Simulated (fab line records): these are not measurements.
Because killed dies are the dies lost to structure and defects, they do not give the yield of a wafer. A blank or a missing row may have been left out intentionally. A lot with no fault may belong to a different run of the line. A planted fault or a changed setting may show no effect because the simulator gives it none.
fab line records    flow sky130
record: lots: 6  wafers: 18  lastDay: 50
route steps=708 shown PWDE@53 NWELL@56 PAD_OPEN@708
lots that met no fault: taken from a fault-free run of the same line
startH: start of the lot's first displayed wafer, in hours after the record's first day    waitH: how many hours have passed since the lot's step before this one    " the same as in the row above    L1.1+2: several wafers, shown together as one row    - no value, or no start was given    * or withheld: withheld    < > ~ a bound
route shown NAME@n: a module of which the file shows steps, and the number in the route of the first    usual: mean and standard deviation over wafers with no fault    same: alike in all rows    chamber/n: place in a boat    sites: readings site by site    _std_site: the standard deviation of these    _edge_site: the outer-site mean with the inner-site mean subtracted    radiusMm: how far each site lies from the wafer's centre    mask NAME#n: copy n    behind: the tool/chamber that last shaped the wafer    hold: the reason the lot was held/the length of the hold in hours/how it ended    device: which transistor (n, p or np) failed to switch    end of line: at the end of the route, the tests of the same wafers    a step given without rows: its recipe and nothing more    killed: dies lost to structure and defects at the first sort, not the wafer's yield    map: shows each die of a wafer: x if killed, . if not, _ if none is there
set.NAME: the setting as run; set.NAME@STEP: as run at that earlier step    model.NAME: the simulator's own value behind a step, which no gauge read
lots at selected steps of the route; one table per step, one row per wafer
services: from which hour (startH, from the record's first day; less than 0 if before it) a tool's chamber was out of use, for how many hours, and why
== steps ==
step: SKY_PWDE_IMPLANT_08
recipe: species: B  energyKev: 150  doseCm2: 3.572e+12  tiltDeg: withheld
step: SKY_PWDE_STRIP_09
recipe: chemistry: O2/N2  powerW: 1400  pressureMtorr: 1500  platenTempC: withheld  o2FlowSccm: 3000  n2FlowSccm: 300  overashFraction: 0.5
usual: drypumpMotorCurrentA: 5.6/0.63  oesProductAu: 0.723/0.0045  stripTimeToEndpointS: 37.60/0.11
lot.wafer  tool            chamber  startH  waitH  drypumpMotorCurrentA  oesProductAu  rfHoursCounterH  stripTimeToEndpointS
L966.2     plasmaAsher-02  0        82.60   0.2    6.1                   0.729         44               37.49
L966.3     "               0        "       "      6.1                   0.726         -                37.54
L966.6     "               1        "       "      4.7                   0.714         -                37.50
L970.1     plasmaAsher-03  0        100.83  0.1    5.5                   0.719         43               37.73
L970.2     "               1        "       "      5.9                   0.725         43               37.69
L970.5     "               0        "       "      5.5                   0.721         -                37.60
L971.1     plasmaAsher-02  1        108.15  0.1    4.8                   0.713         46               37.57
L971.2     "               0        "       "      6.1                   0.715         46               37.67
L971.6     "               0        "       "      6.1                   0.723         -                37.67
L973.2     plasmaAsher-03  0        117.90  0.1    5.5                   0.721         44               37.78
L973.3     "               0        "       "      5.4                   0.727         -                37.73
L973.6     "               0        "       "      5.5                   0.718         -                37.64
L983.2     plasmaAsher-03  0        179.48  0.1    5.5                   0.725         49               37.53
L983.4     "               0        "       "      5.4                   0.719         -                37.60
L983.5     "               0        "       "      5.5                   0.726         -                37.55
L986.1     plasmaAsher-02  0        194.61  0.1    6.1                   0.725         54               37.52
L986.2     "               1        "       "      4.8                   0.722         54               37.52
L986.5     "               1        "       "      4.8                   0.720         -                37.43
step: SKY_PWDE_TW_MEAS_10
usual: PWDE_TW: 374.3/3
lot.wafer  tool          chamber  startH  waitH  PWDE_TW
L966.2     filmMetro-01  -        82.71   0.1    374.7
L966.3     "             -        "       "      376.0
L966.6     "             -        "       "      375.6
L970.1     filmMetro-03  -        100.93  0.1    370.2
L970.2     "             -        "       "      368.2
L970.5     "             -        "       "      369.6
L971.1     filmMetro-03  -        108.25  0.1    371.1
L971.2     "             -        "       "      368.7
L971.6     "             -        "       "      370.0
L973.2     filmMetro-01  -        118.01  0.1    378.1
L973.3     "             -        "       "      375.7
L973.6     "             -        "       "      378.9
L983.2     filmMetro-04  -        179.59  0.1    373.5
L983.4     "             -        "       "      372.3
L983.5     "             -        "       "      372.3
L986.1     filmMetro-03  -        194.71  0.1    368.2
L986.2     "             -        "       "      368.6
L986.5     "             -        "       "      366.2
step: SKY_NWELL_DEHYDRATE_03
recipe: tempC: 200  timeS: 60
step: SKY_NWELL_HMDS_04
recipe: primeTimeS: 60  primeTempC: 120
step: SKY_NWELL_COAT_05
recipe: spinRpm: 2000  resistThkNm: 3000
step: SKY_NWELL_SOFTBAKE_06
recipe: tempC: 110  timeS: withheld
step: SKY_NWELL_EXPOSE_07
recipe: maskId: NWM  na: 0.6  sourceShape: conventional  sigmaOuter: 0.6  polarization: unpolarized  targetCdNm: 840  doseMj: 255
step: SKY_NWELL_PEB_08
recipe: tempC: 115  timeS: withheld
step: SKY_NWELL_DEVELOP_09
recipe: wallAngleDeg: 90  developer: TMAH  developTimeS: 60  devTempC: 23
step: SKY_NWELL_OVL_MEAS_10
usual: NWELL_00_OVL: -0.3/1.4
lot.wafer  tool        chamber  startH  waitH  NWELL_00_OVL[nm]
L966.2     overlay-02  -        99.92   -      0.9
L966.3     "           -        "       "      -0.8
L966.6     "           -        "       "      -0.1
L970.1     overlay-02  -        117.36  -      -0.3
L970.2     "           -        "       "      -1.4
L970.5     "           -        "       "      -2.7
L971.1     overlay-01  -        126.88  -      -0.3
L971.2     "           -        "       "      0.0
L971.6     "           -        "       "      1.7
L973.2     overlay-01  -        136.91  -      -1.1
L973.3     "           -        "       "      -2.7
L973.6     "           -        "       "      -0.4
L983.2     overlay-02  -        200.78  -      0.1
L983.4     "           -        "       "      0.2
L983.5     "           -        "       "      0.2
L986.1     overlay-01  -        216.05  -      -0.4
L986.2     "           -        "       "      0.9
L986.5     "           -        "       "      -2.0
step: SKY_NWELL_IMPLANT_11
recipe: species: P  energyKev: 400  doseCm2: 1.9e+13  tiltDeg: withheld
step: SKY_NWELL_IMPLANT_12
recipe: species: P  energyKev: 120  doseCm2: 1.3e+12  tiltDeg: withheld
usual: beamEnergyKeV: 120.00/0.032  beamOnS: 9.99/0.19  faradayCurrentUA: 7.34/0.14
lot.wafer  tool          chamber  startH  waitH  beamEnergyKeV  beamOnS  faradayCurrentUA
L966.2     implanter-01  0        100.12  0.1    119.97         9.95     7.33
L966.3     "             0        "       "      120.00         9.78     7.51
L966.6     "             0        "       "      119.99         9.45     7.71
L970.1     implanter-01  0        117.55  0.1    120.03         10.01    7.28
L970.2     "             0        "       "      119.98         9.87     7.42
L970.5     "             0        "       "      119.97         9.62     7.63
L971.1     implanter-01  0        127.06  0.1    122.56         9.86     7.41
L971.2     "             0        "       "      122.58         10.53    6.95
L971.6     "             0        "       "      122.57         9.80     7.46
L973.2     implanter-01  0        137.12  0.1    122.55         10.07    7.27
L973.3     "             0        "       "      122.58         9.71     7.53
L973.6     "             0        "       "      122.56         9.90     7.44
L983.2     implanter-03  0        200.99  0.1    119.99         10.03    7.35
L983.4     "             0        "       "      120.00         9.97     7.30
L983.5     "             0        "       "      119.99         10.05    7.28
L986.1     implanter-03  0        216.24  0.1    119.99         10.60    6.91
L986.2     "             0        "       "      120.00         9.92     7.38
L986.5     "             0        "       "      120.07         9.87     7.43
step: SKY_NWELL_IMPLANT_13
recipe: species: P  energyKev: 50  doseCm2: 7e+11  tiltDeg: withheld
step: SKY_PAD_OPEN_PROBE_99
usual: killed_at_M0_to_M3: 43/6.6  killed_at_M4_up: 3.0/1.7  killedAtContacts: 24/5.4  killedAtFrontEnd: 16/4.6  killedAtOther: 0.3/0.53  killedDies: 87/9.7  killedOpen: 47/7.3  killedShort: 39/6.5
same: grossDies: 492  killedAtBackSide: 0
lot.wafer  tool       chamber  startH   waitH  killed_at_M0_to_M3  killed_at_M4_up  killedAtContacts  killedAtFrontEnd  killedAtOther  killedDies  killedOpen  killedShort
L966.2     prober-01  -        1089.48  0.1    41                  2                30                22                0              95          59          35
L966.3     prober-01  -        1089.53  0.2    45                  3                28                13                1              90          53          37
L966.6     prober-01  -        1089.68  0.2    36                  1                23                15                1              76          38          37
L970.1     prober-01  -        1111.43  0.1    52                  1                28                14                2              97          44          53
L970.2     prober-01  -        1111.48  0.1    35                  7                18                15                0              75          40          35
L970.5     prober-01  -        1111.63  0.2    52                  3                24                21                1              101         59          40
L971.1     prober-01  -        1128.89  0.1    40                  1                20                20                0              81          46          35
L971.2     prober-01  -        1128.94  0.1    43                  1                22                18                1              85          45          40
L971.6     prober-01  -        1129.14  0.2    32                  2                32                9                 0              75          42          33
L973.2     prober-01  -        1132.73  0.1    40                  3                22                15                0              80          41          39
L973.3     prober-01  -        1132.78  0.2    44                  3                21                15                0              83          47          36
L973.6     prober-01  -        1132.93  0.2    32                  4                25                23                1              85          48          37
L983.2     prober-01  -        1182.73  0.1    35                  3                33                20                0              91          53          38
L983.4     prober-01  -        1182.83  0.2    43                  3                26                22                0              94          63          31
L983.5     prober-01  -        1182.88  0.2    43                  4                31                15                0              93          49          44
L986.1     prober-02  -        1191.13  0.1    35                  4                24                17                0              80          43          37
L986.2     prober-02  -        1191.18  0.1    39                  1                28                12                0              80          44          36
L986.5     prober-02  -        1191.33  0.2    44                  6                15                16                0              81          50          31
killed by level:class
L966.2 LI_CONTACT:geometricParticle:open=10 CONTACT:geometricParticle:open=10 FIELD_ISO:geometricParticle:open=9 VIA1:geometricParticle:short=8 VIA2:geometricParticle:open=8 VIA1:geometricParticle:open=7 VIA3:geometricParticle:open=6 SPACER:geometricParticle:open=5
L966.3 LI_CONTACT:geometricParticle:open=10 VIA1:geometricParticle:open=10 CONTACT:geometricParticle:open=10 VIA2:geometricParticle:open=6 LOCAL_INTERCONNECT:geometricParticle:short=5 METAL1:geometricParticle:short=5 VIA1:geometricParticle:short=5 POLY_GATE:geometricParticle:short=4
L966.6 CONTACT:geometricParticle:open=9 VIA3:geometricParticle:open=8 FIELD_ISO:geometricParticle:short=6 VIA2:geometricParticle:open=6 LI_CONTACT:geometricParticle:open=5 FIELD_ISO:geometricParticle:open=4 CONTACT:geometricParticle:short=4 VIA1:geometricParticle:short=4
L970.1 METAL1:geometricParticle:short=12 VIA3:geometricParticle:open=10 LI_CONTACT:geometricParticle:open=7 LOCAL_INTERCONNECT:geometricParticle:short=7 CONTACT:geometricParticle:open=6 VIA1:geometricParticle:short=6 VIA1:geometricParticle:open=6 VIA2:geometricParticle:open=6
L970.2 VIA1:geometricParticle:open=9 POLY_GATE:geometricParticle:open=6 LI_CONTACT:geometricParticle:open=6 VIA2:geometricParticle:open=6 CONTACT:geometricParticle:open=5 VIA2:geometricParticle:short=5 CONTACT:geometricParticle:short=4 METAL1:geometricParticle:short=4
L970.5 VIA3:geometricParticle:open=12 VIA1:geometricParticle:open=12 CONTACT:geometricParticle:open=11 LI_CONTACT:geometricParticle:open=8 METAL2:geometricParticle:short=7 VIA2:geometricParticle:open=6 POLY_GATE:geometricParticle:short=5 FIELD_ISO:geometricParticle:short=4
L971.1 LI_CONTACT:geometricParticle:open=10 VIA1:geometricParticle:open=10 FIELD_ISO:geometricParticle:short=8 VIA3:geometricParticle:open=6 VIA2:geometricParticle:open=5 METAL2:geometricParticle:short=5 POLY_CUT:geometricParticle:open=4 VIA1:geometricParticle:short=4
L971.2 METAL1:geometricParticle:short=9 CONTACT:geometricParticle:open=7 LI_CONTACT:geometricParticle:open=6 VIA1:geometricParticle:open=6 VIA3:geometricParticle:open=6 FIELD_ISO:geometricParticle:open=5 POLY_GATE:geometricParticle:open=5 METAL3:geometricParticle:short=5
L971.6 CONTACT:geometricParticle:open=18 VIA1:geometricParticle:open=6 VIA2:geometricParticle:open=6 LI_CONTACT:geometricParticle:open=5 CONTACT:geometricParticle:short=4 POLY_GATE:geometricParticle:short=3 LOCAL_INTERCONNECT:geometricParticle:short=3 METAL1:geometricParticle:short=3
L973.2 VIA1:geometricParticle:open=10 CONTACT:geometricParticle:short=7 CONTACT:geometricParticle:open=7 METAL1:geometricParticle:short=7 FIELD_ISO:geometricParticle:short=6 VIA3:geometricParticle:open=5 POLY_GATE:geometricParticle:open=4 FIELD_ISO:geometricParticle:open=3
L973.3 VIA1:geometricParticle:open=13 LI_CONTACT:geometricParticle:open=8 VIA3:geometricParticle:open=8 CONTACT:geometricParticle:short=6 FIELD_ISO:geometricParticle:open=5 VIA1:geometricParticle:short=5 METAL2:geometricParticle:short=5 VIA2:geometricParticle:open=4
L973.6 VIA1:geometricParticle:open=10 FIELD_ISO:geometricParticle:open=7 POLY_GATE:geometricParticle:open=7 LI_CONTACT:geometricParticle:open=7 CONTACT:geometricParticle:open=6 CONTACT:geometricParticle:short=6 FIELD_ISO:geometricParticle:short=4 LOCAL_INTERCONNECT:geometricParticle:short=4
L983.2 VIA1:geometricParticle:open=12 LI_CONTACT:geometricParticle:open=11 FIELD_ISO:geometricParticle:short=8 CONTACT:geometricParticle:short=7 CONTACT:geometricParticle:open=6 VIA3:geometricParticle:open=6 FIELD_ISO:geometricParticle:open=5 POLY_GATE:geometricParticle:open=4
L983.4 CONTACT:geometricParticle:open=12 VIA1:geometricParticle:open=10 LI_CONTACT:geometricParticle:open=9 METAL1:geometricParticle:short=7 FIELD_ISO:geometricParticle:open=6 VIA1:geometricParticle:short=6 VIA2:geometricParticle:open=6 VIA3:geometricParticle:open=5
L983.5 VIA1:geometricParticle:open=16 LI_CONTACT:geometricParticle:open=9 METAL3:geometricParticle:short=7 CONTACT:geometricParticle:open=6 LOCAL_INTERCONNECT:geometricParticle:short=5 LI_CONTACT:geometricParticle:short=5 CONTACT:geometricParticle:short=5 METAL2:geometricParticle:short=5
L986.1 VIA1:geometricParticle:open=10 CONTACT:geometricParticle:open=7 CONTACT:geometricParticle:short=6 VIA3:geometricParticle:open=6 FIELD_ISO:geometricParticle:open=5 POLY_GATE:geometricParticle:short=4 LI_CONTACT:geometricParticle:open=4 LOCAL_INTERCONNECT:geometricParticle:short=4
L986.2 CONTACT:geometricParticle:open=13 LI_CONTACT:geometricParticle:open=9 VIA3:geometricParticle:open=8 VIA1:geometricParticle:short=6 VIA1:geometricParticle:open=6 METAL2:geometricParticle:short=5 POLY_GATE:geometricParticle:short=4 CONTACT:geometricParticle:short=4
L986.5 VIA1:geometricParticle:open=12 VIA2:geometricParticle:open=7 LI_CONTACT:geometricParticle:open=7 FIELD_ISO:geometricParticle:open=5 VIA3:geometricParticle:open=5 CONTACT:geometricParticle:open=5 METAL1:geometricParticle:short=5 POLY_GATE:geometricParticle:open=4
== services ==
tool            chamber  startH  hours  kind
implanter-03    -        58.67   3.7    pm
implanter-03    -        94.60   13.8   pm
plasmaAsher-02  -        127.18  10.7   repair
plasmaAsher-03  -        129.48  10.0   repair
== key ==
firstSign: step: SKY_NWELL_IMPLANT_12  reading: beamEnergyKeV  direction: up  sigmas: 79  usual: *  struck: *
effect none on later readings
metAt SKY_NWELL_IMPLANT_12
struckWafers L971.1,L971.2,L971.6,L973.2,L973.3,L973.6
testerLeftOut L971,L973
onsetBetween 117.55 127.06
fault: kind: processParameterDrift  tool: implanter-01  chamber: -  onsetH: 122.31  steps: SKY_NWELL_IMPLANT_12  channel: energyKev  offset: *  shape: step  endH: 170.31  actsIn: *  stated: *
testerLeftOut: of these lots the tester's yield and bins aren't shown, on N5 and GAA mostly nor the transistor test; their killed dies are dies lost to structure and defects alone, not to doping, threshold or leakage, so they don't give the yield
